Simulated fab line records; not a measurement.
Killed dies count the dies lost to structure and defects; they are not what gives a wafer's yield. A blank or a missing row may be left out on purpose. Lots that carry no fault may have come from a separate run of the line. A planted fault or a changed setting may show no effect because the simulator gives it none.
What tool caused it? || flow gf180mcu || Sampling: 14 lots, 42 wafers, 3 of 602 route steps

WHAT THE GAUGES SHOWED, per wafer
GF_V4_THK_MEAS_25: measures by xrf.
{"lot": "L306", "measured": "day 24 08:59", "on": "filmMetro-04", "V4_W_THK (nm)": "361 365 348"}
{"lot": "L307", "measured": "day 24 21:24", "on": "filmMetro-01", "V4_W_THK (nm)": "345 349 347"}
{"lot": "L308", "measured": "day 26 00:10", "on": "filmMetro-02", "V4_W_THK (nm)": "349 350 347"}
{"lot": "L309", "measured": "day 26 00:59", "on": "filmMetro-04", "V4_W_THK (nm)": "356 356 346"}
{"lot": "L314", "measured": "day 27 18:35", "on": "filmMetro-01", "V4_W_THK (nm)": "347 341 345"}
{"lot": "L315", "measured": "day 27 21:52", "on": "filmMetro-04", "V4_W_THK (nm)": "363 352 362"}
{"lot": "L316", "measured": "day 28 00:08", "on": "filmMetro-02", "V4_W_THK (nm)": "355 348 357"}
{"lot": "L317", "measured": "day 28 15:29", "on": "filmMetro-01", "V4_W_THK (nm)": "346 344 344"}
{"lot": "L318", "measured": "day 28 17:30", "on": "filmMetro-04", "V4_W_THK (nm)": "357 357 358"}
{"lot": "L320", "measured": "day 29 08:36", "on": "filmMetro-01", "V4_W_THK (nm)": "345 350 341"}
{"lot": "L328", "measured": "day 31 08:30", "on": "filmMetro-02", "V4_W_THK (nm)": "350 353 350"}
{"lot": "L329", "measured": "day 32 00:38", "on": "filmMetro-01", "V4_W_THK (nm)": "348 353 353"}

EACH LOT AND THE TOOL THAT RAN IT (in order: tool; ch and the chambers of the sampled wafers; start)
{"lot": "L306", "GF_HV_LDD_EXPOSE_43": "ilineStepper-01 ch 0, day 11 22:40", "GF_M2_SPUTTER_00": "pvdSputter-02, day 18 04:25"}
{"lot": "L307", "GF_HV_LDD_EXPOSE_43": "ilineStepper-01 ch 0, day 12 08:58", "GF_M2_SPUTTER_00": "pvdSputter-04, day 18 14:57"}
{"lot": "L308", "GF_HV_LDD_EXPOSE_43": "ilineStepper-02 ch 0, day 12 20:43", "GF_M2_SPUTTER_00": "pvdSputter-01, day 19 07:54"}
{"lot": "L309", "GF_HV_LDD_EXPOSE_43": "ilineStepper-02 ch 0, day 13 06:23", "GF_M2_SPUTTER_00": "pvdSputter-04, day 19 18:52"}
{"lot": "L314", "GF_HV_LDD_EXPOSE_43": "ilineStepper-01 ch 0, day 14 23:17", "GF_M2_SPUTTER_00": "pvdSputter-01, day 21 18:19"}
{"lot": "L315", "GF_HV_LDD_EXPOSE_43": "ilineStepper-01 ch 0, day 15 03:30", "GF_M2_SPUTTER_00": "pvdSputter-04, day 22 00:32"}
{"lot": "L316", "GF_HV_LDD_EXPOSE_43": "ilineStepper-02 ch 0, day 15 14:16", "GF_M2_SPUTTER_00": "pvdSputter-04, day 22 08:25"}
{"lot": "L317", "GF_HV_LDD_EXPOSE_43": "ilineStepper-01 ch 0, day 15 20:41", "GF_M2_SPUTTER_00": "pvdSputter-01, day 22 15:58"}
{"lot": "L318", "GF_HV_LDD_EXPOSE_43": "ilineStepper-01 ch 0, day 16 04:31", "GF_M2_SPUTTER_00": "pvdSputter-02, day 22 22:15"}
{"lot": "L320", "GF_HV_LDD_EXPOSE_43": "ilineStepper-02 ch 0, day 16 18:48", "GF_M2_SPUTTER_00": "pvdSputter-04, day 23 15:18"}
{"lot": "L323", "GF_HV_LDD_EXPOSE_43": "ilineStepper-01, day 17 20:29", "GF_M2_SPUTTER_00": "-"}
{"lot": "L324", "GF_HV_LDD_EXPOSE_43": "ilineStepper-01, day 18 06:04", "GF_M2_SPUTTER_00": "-"}
{"lot": "L328", "GF_HV_LDD_EXPOSE_43": "ilineStepper-01 ch 0, day 19 08:43", "GF_M2_SPUTTER_00": "pvdSputter-02, day 26 01:38"}
{"lot": "L329", "GF_HV_LDD_EXPOSE_43": "ilineStepper-01 ch 0, day 19 23:34", "GF_M2_SPUTTER_00": "pvdSputter-02, day 26 19:52"}
- GF_HV_LDD_EXPOSE_43: exposes mask Pplus HV AREA, target cd 400 nm.
- GF_M2_SPUTTER_00: material Ti, target thk 37.5 nm, time 150 s.

WHAT THE TOOLS THEMSELVES READ (means of the sampled wafers that have a number; where no wafer has one, the mark that the record gives instead)
GF_HV_LDD_EXPOSE_43.
{"lot": "L306", "tool": "ilineStepper-01", "exposureDoseMJCm2": 139.92, "focusOffsetNm (nm)": 0.2}
{"lot": "L307", "tool": "ilineStepper-01", "exposureDoseMJCm2": 140.14, "focusOffsetNm (nm)": 0.2}
{"lot": "L308", "tool": "ilineStepper-02", "exposureDoseMJCm2": 139.95, "focusOffsetNm (nm)": 0.2}
{"lot": "L309", "tool": "ilineStepper-02", "exposureDoseMJCm2": 140.14, "focusOffsetNm (nm)": 0.7}
{"lot": "L314", "tool": "ilineStepper-01", "exposureDoseMJCm2": 139.91, "focusOffsetNm (nm)": 0.4}
{"lot": "L315", "tool": "ilineStepper-01", "exposureDoseMJCm2": 140.01, "focusOffsetNm (nm)": -0.3}
{"lot": "L316", "tool": "ilineStepper-02", "exposureDoseMJCm2": 140.05, "focusOffsetNm (nm)": 0.0}
{"lot": "L317", "tool": "ilineStepper-01", "exposureDoseMJCm2": 140.06, "focusOffsetNm (nm)": -0.1}
{"lot": "L318", "tool": "ilineStepper-01", "exposureDoseMJCm2": 139.99, "focusOffsetNm (nm)": 0.2}
{"lot": "L320", "tool": "ilineStepper-02", "exposureDoseMJCm2": 140.00, "focusOffsetNm (nm)": -0.1}
{"lot": "L323", "tool": "ilineStepper-01", "exposureDoseMJCm2": "-", "focusOffsetNm (nm)": "-"}
{"lot": "L324", "tool": "ilineStepper-01", "exposureDoseMJCm2": "-", "focusOffsetNm (nm)": "-"}
{"lot": "L328", "tool": "ilineStepper-01", "exposureDoseMJCm2": 139.80, "focusOffsetNm (nm)": -0.1}
{"lot": "L329", "tool": "ilineStepper-01", "exposureDoseMJCm2": 139.95, "focusOffsetNm (nm)": 0.1}

GF_M2_SPUTTER_00.
{"lot": "L306", "tool": "pvdSputter-02", "throttleValvePct (%)": 29.7}
{"lot": "L307", "tool": "pvdSputter-04", "throttleValvePct (%)": 28.7}
{"lot": "L308", "tool": "pvdSputter-01", "throttleValvePct (%)": 29.9}
{"lot": "L309", "tool": "pvdSputter-04", "throttleValvePct (%)": 29.6}
{"lot": "L314", "tool": "pvdSputter-01", "throttleValvePct (%)": 29.8}
{"lot": "L315", "tool": "pvdSputter-04", "throttleValvePct (%)": 29.0}
{"lot": "L316", "tool": "pvdSputter-04", "throttleValvePct (%)": 29.5}
{"lot": "L317", "tool": "pvdSputter-01", "throttleValvePct (%)": 29.4}
{"lot": "L318", "tool": "pvdSputter-02", "throttleValvePct (%)": 30.2}
{"lot": "L320", "tool": "pvdSputter-04", "throttleValvePct (%)": 29.2}
{"lot": "L328", "tool": "pvdSputter-02", "throttleValvePct (%)": 30.0}
{"lot": "L329", "tool": "pvdSputter-02", "throttleValvePct (%)": 29.8}

THE ANSWER, worked out from the rows above alone
Rule: usual is defined by the lots themselves. Put in order of their means at a reading, lots are off if they are a third of the lots or fewer, leave a main group of 4 or more, and stand apart from it by a gap of 3 or more times the standard deviation of the main group's means; of several such gaps the widest counts. A main group whose means are all the same, to the digits that the tables above print for the reading, isn't used. A lot without any number at a reading at which 4 lots or more have one is off too. All remaining lots with rows at the step are treated as sound. After the gauges, taken in route order, come the tools' own readings; for these a lot's mean is taken, as printed above. At the first step where some lot is off, the reading lying furthest off is the one used; lots without a number count as furthest.
Off: L323, L324, at GF_HV_LDD_EXPOSE_43 (exposureDoseMJCm2). Without a number there: L323, L324. Main group: mean 139.99, sd 0.093.
A tool fits if, at that step or a process step before it, it ran every lot that is off, and no sound lot after the first of them. Of those tried, none fits.

WHAT THE SIMULATOR HAD INSERTED
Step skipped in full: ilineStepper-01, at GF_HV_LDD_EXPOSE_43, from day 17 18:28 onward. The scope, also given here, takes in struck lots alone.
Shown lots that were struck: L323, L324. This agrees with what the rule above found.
